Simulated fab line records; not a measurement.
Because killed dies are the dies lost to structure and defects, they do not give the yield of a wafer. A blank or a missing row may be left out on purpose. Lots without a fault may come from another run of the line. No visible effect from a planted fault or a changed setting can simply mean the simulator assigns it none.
Tool commonality check ; flow gf180mcu ; 14 lots, 42 wafers sampled

WHAT PROMPTED THE OPENING
Of 14 lots, 2 have the reading STI_OXIDATION_02_THK flagged at GF_STI_THK_MEAS_30. Wafers without a fault read 10.02 nm, standard deviation 0.19.
Rule: a lot is flagged in two cases, either no wafer of it has a number, or all its wafers with numbers fall more than 4 standard deviations from that mean. All remaining lots are regarded as sound.

lot;measured;on;STI_OXIDATION_02_THK (nm), wafer by wafer;flag
L906;day 2 08:56;filmMetro-03;10.23 10.17 10.07;
L907;day 2 10:54;filmMetro-02;9.97 10.05 10.06;
L908;day 2 18:03;filmMetro-03;10.39 10.33 10.20;
L909;day 2 21:49;filmMetro-02;10.03 10.18 9.93;
L910;day 3 02:41;filmMetro-01;10.34 10.06 10.15;
L911;day 3 07:48;filmMetro-01;9.85 10.12 10.15;
L913;day 3 17:29;filmMetro-01;7.63 7.63 7.54;FLAGGED
L914;day 3 23:19;filmMetro-03;9.97 9.91 10.04;
L915;day 4 09:38;filmMetro-02;7.68 7.58 7.55;FLAGGED
L918;day 5 05:10;filmMetro-02;9.90 9.76 10.01;
L924;day 6 05:09;filmMetro-02;9.88 9.71 9.75;
L926;day 6 12:40;filmMetro-02;9.78 9.61 9.65;
L927;day 6 18:17;filmMetro-02;10.20 10.05 10.00;
L928;day 6 23:44;filmMetro-02;10.10 9.99 10.16;
The numbers of the flagged lots are 7.60 nm on average: -2.42 nm against the usual, or -13 standard deviations.

WHICH TOOL EACH LOT WENT THROUGH
2 process steps preceding the reading are held in the record, out of 602 steps in the route. Cell contents, in order: the tool; ch with the chambers the sampled wafers went through; the start.
lot;flag;GF_STI_ETCH_14;GF_STI_OXIDATION_29
L906;;rieSi-02 ch 1,2, day 2 04:29;furnace-01 ch 0, day 2 07:32
L907;;rieSi-01 ch 0,1,2, day 2 06:23;furnace-02 ch 0, day 2 09:30
L908;;rieSi-01 ch 0,2, day 2 13:55;furnace-01 ch 0, day 2 16:39
L909;;rieSi-02 ch 1,3, day 2 17:41;furnace-02 ch 0, day 2 20:25
L910;;rieSi-01 ch 0,1,2, day 2 21:47;furnace-01 ch 0, day 3 01:17
L911;;rieSi-02 ch 1,2,3, day 3 03:08;furnace-01 ch 0, day 3 06:23
L913;FLAGGED;rieSi-01 ch 0,1,2, day 3 13:20;furnace-01 ch 0, day 3 16:04
L914;;rieSi-01 ch 0,1,2, day 3 19:10;furnace-02 ch 0, day 3 21:55
L915;FLAGGED;rieSi-01 ch 0,1,2, day 4 00:47;furnace-01 ch 0, day 4 08:13
L918;;rieSi-01 ch 0,1,2, day 4 15:23;furnace-02 ch 0, day 5 03:47
L924;;rieSi-02 ch 0,2,3, day 6 00:05;furnace-02 ch 0, day 6 03:45
L926;;rieSi-01 ch 0,1, day 6 08:14;furnace-02 ch 0, day 6 11:17
L927;;rieSi-01 ch 0,2,3, day 6 14:08;furnace-01 ch 0, day 6 16:53
L928;;rieSi-02 ch 2,3, day 6 18:47;furnace-01 ch 0, day 6 22:20
What these steps do:
- GF_STI_ETCH_14: etches Si in HBr/Cl2/O2, target depth 360 nm, time 102.9 s.
- GF_STI_OXIDATION_29: stabilise 600 s, purge 300 s, target thk 10 nm.
- GF_STI_THK_MEAS_30

FLAGGED AGAINST TOTAL, ONE TOOL AT A TIME (gauges that did the reading follow at the end)
step;tool;lots run;flagged;share of the flagged lots;sound lots run after its first flagged lot
GF_STI_ETCH_14;rieSi-01;9;2;all;4 (L914,L918,L926,L927)
GF_STI_ETCH_14;rieSi-02;5;0;none;-
GF_STI_OXIDATION_29;furnace-01;8;2;all;2 (L927,L928)
GF_STI_OXIDATION_29;furnace-02;6;0;none;-
GF_STI_THK_MEAS_30;filmMetro-01;3;1;some;0
GF_STI_THK_MEAS_30;filmMetro-02;8;1;some;5 (L918,L924,L926,L927,L928)
GF_STI_THK_MEAS_30;filmMetro-03;3;0;none;-

THE TABLE: WHAT IT ALLOWS
Table rows that saw every flagged lot: 2, namely rieSi-01 at GF_STI_ETCH_14 and furnace-01 at GF_STI_OXIDATION_29.
- rieSi-01 at GF_STI_ETCH_14: 2 of its 9 lots flagged. Sound lots followed the first flagged one (L914, L918, L926, L927) on it, something a lasting fault affecting the whole tool could not allow.
- furnace-01 at GF_STI_OXIDATION_29: 2 of its 8 lots flagged. Sound lots followed the first flagged one (L927, L928) on it, something a lasting fault affecting the whole tool could not allow.
None of the table's rows ran every flagged lot and, after the first, no sound lot.

WHAT WAS PUT IN BY THE SIMULATOR
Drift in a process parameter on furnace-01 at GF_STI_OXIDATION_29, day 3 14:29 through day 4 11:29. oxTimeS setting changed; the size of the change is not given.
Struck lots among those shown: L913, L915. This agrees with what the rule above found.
